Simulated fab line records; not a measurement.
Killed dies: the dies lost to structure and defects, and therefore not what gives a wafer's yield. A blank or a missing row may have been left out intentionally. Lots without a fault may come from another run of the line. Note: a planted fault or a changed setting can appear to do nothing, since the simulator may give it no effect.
The tool behind it: which one?    flow gf180mcu    at 1 step of a route of 602, 12 lots with 36 wafers sampled

## WHAT THE GAUGES SHOWED, per wafer
GF_HV_LDD_OVL_MEAS_47.
lot   measured      on          HV_LDD_03_OVL (nm)
L075  day 12 11:53  overlay-01  0.9 1.8 2.6
L077  day 13 09:08  overlay-01  0.7 1.5 0.1
L079  day 14 06:53  overlay-01  0.5 0.0 0.7
L081  day 14 19:29  overlay-02  0.9 -0.4 0.4
L083  day 15 18:29  overlay-01  0.1 1.1 1.9
L085  day 16 01:17  overlay-01  1.9 4.1 2.9
L087  day 16 17:15  overlay-01  -2.7 -2.2 -2.7
L089  day 17 10:31  overlay-02  1.0 -1.0 0.1
L091  day 17 23:32  overlay-02  -0.9 -0.4 0.7
L093  day 18 17:56  overlay-02  -1.3 -2.8 -2.6
L095  day 19 17:09  overlay-02  0.3 2.1 -0.3
L097  day 20 04:24  overlay-02  1.1 2.2 1.3

## WHAT TOOL EACH LOT RAN ON (gives the tool, then ch and the chambers of the sampled wafers, and finally the start)
Record: no process step prior to these readings.

## THE ANSWER, worked out from the rows above alone
Rule: the lots themselves supply what counts as usual. The widest of any qualifying gaps counts: lots, ordered by their means at a reading, are off when they make up no more than a third of the lots, leave a main group of 4 or more, and stand apart from it by 3 or more times the standard deviation of that group's means. The tables above print the reading to a certain number of digits; a main group whose means all agree to those digits is not used. A lot without any number at a reading at which 4 lots or more have one is off too. Any other lot the step has rows for is counted as sound.
None of the lots is off at any reading shown; this tells nothing.

## WHAT WAS PUT IN BY THE SIMULATOR
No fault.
